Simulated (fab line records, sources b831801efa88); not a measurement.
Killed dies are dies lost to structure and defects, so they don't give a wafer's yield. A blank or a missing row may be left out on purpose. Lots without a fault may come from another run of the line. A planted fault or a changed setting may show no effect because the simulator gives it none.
Which tool did it? | flow gf180mcu | 13 lots, 39 wafers sampled, at 4 steps of a route of 602

WHAT THE GAUGES READ, wafer by wafer
GF_DNWELL_TW_MEAS_09.
lot  | measured    | on            | DNWELL_TW
L578 | day 3 10:32 | film_metro-04 | 1327 1323 1326
L579 | day 3 17:01 | film_metro-04 | 1328 1330 1334
L581 | day 4 02:34 | film_metro-01 | 1343 1341 1350
L582 | day 4 08:14 | film_metro-01 | 1344 1338 1340
L583 | day 4 13:36 | film_metro-04 | 1335 1324 1329
L584 | day 4 17:58 | film_metro-03 | 1359 1357 1355
L585 | day 4 23:05 | film_metro-01 | 1362 1353 1356
L587 | day 5 09:06 | film_metro-01 | 1344 1357 1352
L594 | day 6 23:30 | film_metro-01 | 1138 1132 1134
L595 | day 7 04:48 | film_metro-03 | 1175 1165 1170
L596 | day 7 10:07 | film_metro-03 | 1368 1375 1377
L597 | day 7 22:00 | film_metro-03 | 1359 1368 1369
L598 | day 7 22:08 | film_metro-01 | 1348 1334 1352

GF_VT_IMPLANT_OVL_MEAS_07.
lot  | measured     | on         | VT_IMPLANT_OVL (nm)
L578 | day 6 10:43  | overlay-02 | -0.9 -0.1 -0.7
L579 | day 6 17:05  | overlay-02 | 0.1 -0.6 0.3
L581 | day 7 04:29  | overlay-02 | 0.2 -0.7 -0.8
L582 | day 7 11:01  | overlay-02 | 0.1 -0.1 2.0
L583 | day 7 15:55  | overlay-02 | 0.4 0.7 0.4
L584 | day 7 21:56  | overlay-01 | 0.5 0.7 2.9
L585 | day 8 04:51  | overlay-01 | -3.2 -3.5 -3.6
L587 | day 8 16:02  | overlay-02 | 1.2 1.1 1.6
L594 | day 10 12:13 | overlay-01 | -2.0 0.2 -2.2
L595 | day 10 17:32 | overlay-01 | 1.5 2.2 1.2
L596 | day 11 00:46 | overlay-02 | 1.9 2.1 1.1
L597 | day 11 15:07 | overlay-02 | 0.9 1.8 1.9
L598 | day 11 16:37 | overlay-01 | 1.2 -0.2 1.1

GF_VT_IMPLANT_TW_MEAS_21.
lot  | measured     | on            | VT_IMPLANT_2_TW
L578 | day 7 02:10  | film_metro-02 | 1232 1239 1237
L579 | day 7 09:28  | film_metro-01 | 1207 1212 1216
L581 | day 7 21:04  | film_metro-02 | 1236 1240 1232
L582 | day 8 03:00  | film_metro-01 | 1212 1218 1216
L583 | day 8 08:20  | film_metro-01 | 1213 1217 1219
L584 | day 8 15:04  | film_metro-02 | 1232 1228 1220
L585 | day 8 22:02  | film_metro-02 | 1230 1229 1230
L587 | day 9 09:14  | film_metro-04 | 1205 1197 1204
L594 | day 11 07:02 | film_metro-01 | 1221 1216 1216
L595 | day 11 12:35 | film_metro-04 | 1200 1188 1193
L596 | day 11 19:48 | film_metro-02 | 1228 1228 1236
L597 | day 12 11:35 | film_metro-01 | 1215 1220 1218
L598 | day 12 13:08 | film_metro-02 | 1232 1234 1233

WHICH TOOL RAN EACH LOT (tool, then ch and the chambers of the sampled wafers, then the start)
lot  | GF_DNWELL_IMPLANT_07
L578 | implanter-04 ch 0, day 3 10:17
L579 | implanter-04 ch 0, day 3 16:47
L581 | implanter-04 ch 0, day 4 02:20
L582 | implanter-01 ch 0, day 4 08:01
L583 | implanter-02 ch 0, day 4 13:21
L584 | implanter-01 ch 0, day 4 17:46
L585 | implanter-02 ch 0, day 4 22:50
L587 | implanter-01 ch 0, day 5 08:51
L594 | implanter-04 ch 0, day 6 23:16
L595 | implanter-04 ch 0, day 7 04:33
L596 | implanter-01 ch 0, day 7 09:53
L597 | implanter-02 ch 0, day 7 21:45
L598 | implanter-01 ch 0, day 7 21:55
- GF_DNWELL_IMPLANT_07

WHAT THE TOOLS THEMSELVES READ (means of the sampled wafers that have a number; where no wafer has one, the mark that the record gives instead)
GF_DNWELL_IMPLANT_07.
lot  | tool         | beam_on_s (s) | dose_ions_cm2 | end_station_pressure_torr (Torr) | faraday_current_uA
L578 | implanter-04 | 10.06         | 9.989e+12     | 5.41e-06                         | 56.1
L579 | implanter-04 | 10.03         | 9.995e+12     | 4.97e-06                         | 56.2
L581 | implanter-04 | 10.01         | 9.999e+12     | 5.10e-06                         | 56.3
L582 | implanter-01 | 10.19         | 1.000e+13     | 5.10e-06                         | 55.2
L583 | implanter-02 | 10.04         | 9.991e+12     | 5.01e-06                         | 56.2
L584 | implanter-01 | 9.88          | 1.000e+13     | 5.02e-06                         | 56.9
L585 | implanter-02 | 9.90          | 1.000e+13     | 5.13e-06                         | 56.9
L587 | implanter-01 | 9.98          | 1.000e+13     | 5.33e-06                         | 56.6
L594 | implanter-04 | 10.10         | 6.104e+12     | 5.00e-06                         | 34.1
L595 | implanter-04 | 10.17         | 6.109e+12     | 4.68e-06                         | 33.8
L596 | implanter-01 | 9.97          | 9.985e+12     | 5.09e-06                         | 56.5
L597 | implanter-02 | 10.03         | 9.988e+12     | 5.00e-06                         | 56.2
L598 | implanter-01 | 9.76          | 1.001e+13     | 5.13e-06                         | 57.9

THE ANSWER, worked out from the rows above alone
Rule: what is usual is taken from the lots themselves. Put in order of their means at a reading, lots are off if they are a third of the lots or fewer, leave a main group of 4 or more, and stand apart from it by a gap of 3 or more times the standard deviation of the main group's means; of several such gaps the widest counts. A main group whose means are all the same, to the digits that the tables above print for the reading, isn't used. A lot without any number at a reading at which 4 lots or more have one is off too. The other lots that the step has rows for count as sound. The gauges are gone through in route order, then the tools' own readings, and for those a lot's mean is taken as printed above. The first step at which some lot is off is used, and at that step the reading that is off furthest; a lot without a number counts as furthest.
Off: L594, L595, at GF_DNWELL_TW_MEAS_09 (DNWELL_TW). The main group: mean 1347, standard deviation 15.
A tool fits if, at a process step before that reading, it ran every lot that is off, and no sound lot after the first of them. The gauges at GF_DNWELL_TW_MEAS_09 aren't tried: what is off there is off at GF_DNWELL_IMPLANT_07 too, on other tools, and a gauge's error can't cause that. One fits: implanter-04 at GF_DNWELL_IMPLANT_07. Its last sound lot is L581 (day 4 02:20), its first lot that is off L594 (day 6 23:16): a fault that began between those two fits.
The tool's own readings at GF_DNWELL_IMPLANT_07 bear it out: on the lots that are off they differ by more than 5 times the standard deviation of the sound lots' means. dose_ions_cm2 reads 6.106e+12 there against 9.996e+12 on the sound lots; faraday_current_uA reads 34.0 there against 56.5 on the sound lots.

WHAT THE SIMULATOR HAD PUT IN
Process parameter drift: implanter-04, from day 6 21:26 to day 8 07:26, at GF_DNWELL_IMPLANT_07. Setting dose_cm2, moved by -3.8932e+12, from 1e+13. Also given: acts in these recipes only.
Lots struck among those shown: L594, L595. The rule above found the same.
